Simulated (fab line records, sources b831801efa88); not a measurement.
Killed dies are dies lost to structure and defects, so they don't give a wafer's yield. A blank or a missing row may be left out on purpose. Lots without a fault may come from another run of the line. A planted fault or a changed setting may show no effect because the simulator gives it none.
Tool commonality check | flow sky130 | 13 lots, 39 wafers sampled

WHY IT WAS OPENED
At SKY_RES_XHIGH_TW_MEAS_09 the reading RES_XHIGH_TW is flagged on 1 of 13 lots. Wafers without a fault read 1657, standard deviation 16.
Rule: a lot is flagged when every wafer of it that has a number lies more than 4 standard deviations from that mean, or none has a number. The other lots count as sound.

lot  | measured     | on            | RES_XHIGH_TW, wafer by wafer | flag
L348 | day 26 09:18 | film_metro-01 | 1679 1674 1687               |
L349 | day 27 06:42 | film_metro-01 | 1678 1676 1683               |
L350 | day 27 09:46 | film_metro-02 | 1662 1657 1666               |
L351 | day 27 16:22 | film_metro-01 | 1673 1674 1683               |
L352 | day 28 00:01 | film_metro-01 | 1681 1684 1678               |
L353 | day 28 12:21 | film_metro-02 | 1650 1673 1657               |
L355 | day 29 10:10 | film_metro-02 | 1649 1671 1655               |
L356 | day 29 17:58 | film_metro-02 | 1663 1661 1666               |
L360 | day 30 17:10 | film_metro-04 | 1636 1648 1633               |
L363 | day 32 05:07 | film_metro-02 | 30 30 30                     | FLAGGED
L366 | day 32 23:22 | film_metro-01 | 1671 1677 1668               |
L371 | day 34 20:04 | film_metro-02 | 1632 1642 1641               |
L370 | day 34 23:03 | film_metro-01 | 1657 1662 1655               |
The numbers of the flagged lots are 30 on average: -1627 against the usual, or -99 or more standard deviations.

WHICH TOOL RAN EACH LOT
The record holds 1 process step before the reading, out of a route of 708 steps. In each cell: the tool, then ch and the chambers that the sampled wafers went through, then the start.
lot  | flag    | SKY_RES_XHIGH_EXPOSE_04
L348 |         | iline_stepper-01 ch 0, day 25 18:36
L349 |         | iline_stepper-01 ch 0, day 26 16:00
L350 |         | iline_stepper-02 ch 0, day 26 19:38
L351 |         | iline_stepper-01 ch 0, day 27 01:42
L352 |         | iline_stepper-02 ch 0, day 27 09:57
L353 |         | iline_stepper-02 ch 0, day 27 21:45
L355 |         | iline_stepper-02 ch 0, day 28 20:44
L356 |         | iline_stepper-01 ch 0, day 29 03:31
L360 |         | iline_stepper-02 ch 0, day 30 03:51
L363 | FLAGGED | iline_stepper-02 ch 0, day 31 15:23
L366 |         | iline_stepper-02 ch 0, day 32 10:17
L371 |         | iline_stepper-01 ch 0, day 34 06:33
L370 |         | iline_stepper-01 ch 0, day 34 09:57
What these steps do:
- SKY_RES_XHIGH_EXPOSE_04: exposes mask URPM, target cd 1270 nm.
- SKY_RES_XHIGH_TW_MEAS_09

FLAGGED OVER TOTAL, TOOL BY TOOL (the gauges that took the reading come last)
step                     | tool             | lots run | flagged | share of the flagged lots | sound lots run after its first flagged lot
SKY_RES_XHIGH_EXPOSE_04  | iline_stepper-01 | 6        | 0       | none                      | -
SKY_RES_XHIGH_EXPOSE_04  | iline_stepper-02 | 7        | 1       | all                       | 1 (L366)
SKY_RES_XHIGH_TW_MEAS_09 | film_metro-01    | 6        | 0       | none                      | -
SKY_RES_XHIGH_TW_MEAS_09 | film_metro-02    | 6        | 1       | all                       | 1 (L371)
SKY_RES_XHIGH_TW_MEAS_09 | film_metro-04    | 1        | 0       | none                      | -

WHAT THE TABLE ALLOWS
2 rows of the table ran every flagged lot: iline_stepper-02 at SKY_RES_XHIGH_EXPOSE_04, film_metro-02 at SKY_RES_XHIGH_TW_MEAS_09.
- iline_stepper-02 at SKY_RES_XHIGH_EXPOSE_04: 1 of its 7 lots flagged. Sound lots ran on it after the first flagged one (L366), which a lasting fault on the whole tool wouldn't allow.
- film_metro-02 at SKY_RES_XHIGH_TW_MEAS_09: 1 of its 6 lots flagged. Sound lots ran on it after the first flagged one (L371), which a lasting fault on the whole tool wouldn't allow.
No row of the table ran every flagged lot and no sound lot after the first.

WHAT THE SIMULATOR HAD PUT IN
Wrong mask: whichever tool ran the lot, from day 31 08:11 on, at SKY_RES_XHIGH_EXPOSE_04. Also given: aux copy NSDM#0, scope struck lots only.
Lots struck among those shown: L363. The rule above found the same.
